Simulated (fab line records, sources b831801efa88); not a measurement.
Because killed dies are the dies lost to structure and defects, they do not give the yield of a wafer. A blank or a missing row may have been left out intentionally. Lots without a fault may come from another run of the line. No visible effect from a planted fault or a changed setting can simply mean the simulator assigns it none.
A struck lot beside a sound one	flow sky130	14 out of 708 route steps
Sound: wafers L314.1, L314.2, L314.5. Struck: wafers L308.1, L308.2, L308.4. The cause comes at the end.
Per side, at each step with rows, come the tool, then ch with its chambers, and then its first start. Under that, the readings that differ: sound wafers	struck wafers	difference of the means	sigmas: that difference in standard deviations of wafers without a fault.
alike: readings with means less than 2 such deviations apart, plus words and numbers identical on both sides. not compared: withheld readings, readings lacking a value on some wafer, bounds such as >300 that could conceal the same value, and numbers that have no deviation in the record and whose values overlap.
A row with sigmas, a row that says differs or no value, or rows on one side alone: a step with any of these is where the two part. Non-overlapping numbers with no deviation appear without sigmas and do not part them. A reading missing from all wafers of one side parts the sides only when that side holds two or more wafers.

first, 3 steps without rows for these wafers: SKY_METAL2_CLEAN_22 (cleans in IPA, time 180 s); SKY_METAL2_CLEAN_23 (cleans in O3/DIW); SKY_VIA2_HDPCVD_00 (deposits SiO2, target thk 1180 nm, time 196.7 s).
SKY_VIA2_THK_MEAS_01:
  sound on film metro-02 at day 41 01:18; struck on film metro-02 at day 39 08:00
  alike: VIA2_HDPCVD_THK
SKY_VIA2_CMP_02: polishes SiO2.
  sound on cmp-01 ch 1,2,3, day 41 01:24; struck on cmp-01 ch 0,1,3, day 39 08:17
  alike: motor current A
SKY_VIA2_BOW_MEAS_03:
  sound on film metro-01 at day 41 01:42; struck on film metro-02 at day 39 08:32
  alike: VIA2_BOW
then, 6 steps without rows for these wafers: SKY_VIA2_DEHYDRATE_04 (time 60 s); SKY_VIA2_HMDS_05 (prime time 60 s); SKY_VIA2_COAT_06 (resist thk 60 nm); SKY_VIA2_COAT_07 (resist thk 450 nm); SKY_VIA2_SOFTBAKE_08 (time 90 s); SKY_VIA2_EXPOSE_09 (exposes mask VIM2, target cd 200 nm).
SKY_VIA2_PEB_10:
  struck on litho track-04, day 40 08:00; sound on litho track-04 ch 0, day 42 01:00
reading	sound	struck	difference	sigmas
exhaust pa (Pa)	43.8 44.8 44.5	- - -	no value on the struck wafers	
  not compared: chill plate temp C
then, 1 step without rows for these wafers: SKY_VIA2_DEVELOP_11 (develop time 60 s).

## WHERE THEY PART
Only at SKY_VIA2_PEB_10, as far as this record shows.

WHY: the cause the simulator had injected
Step skipped in full: litho track-04, at SKY_VIA2_PEB_10, from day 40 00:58 onward. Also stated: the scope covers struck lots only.
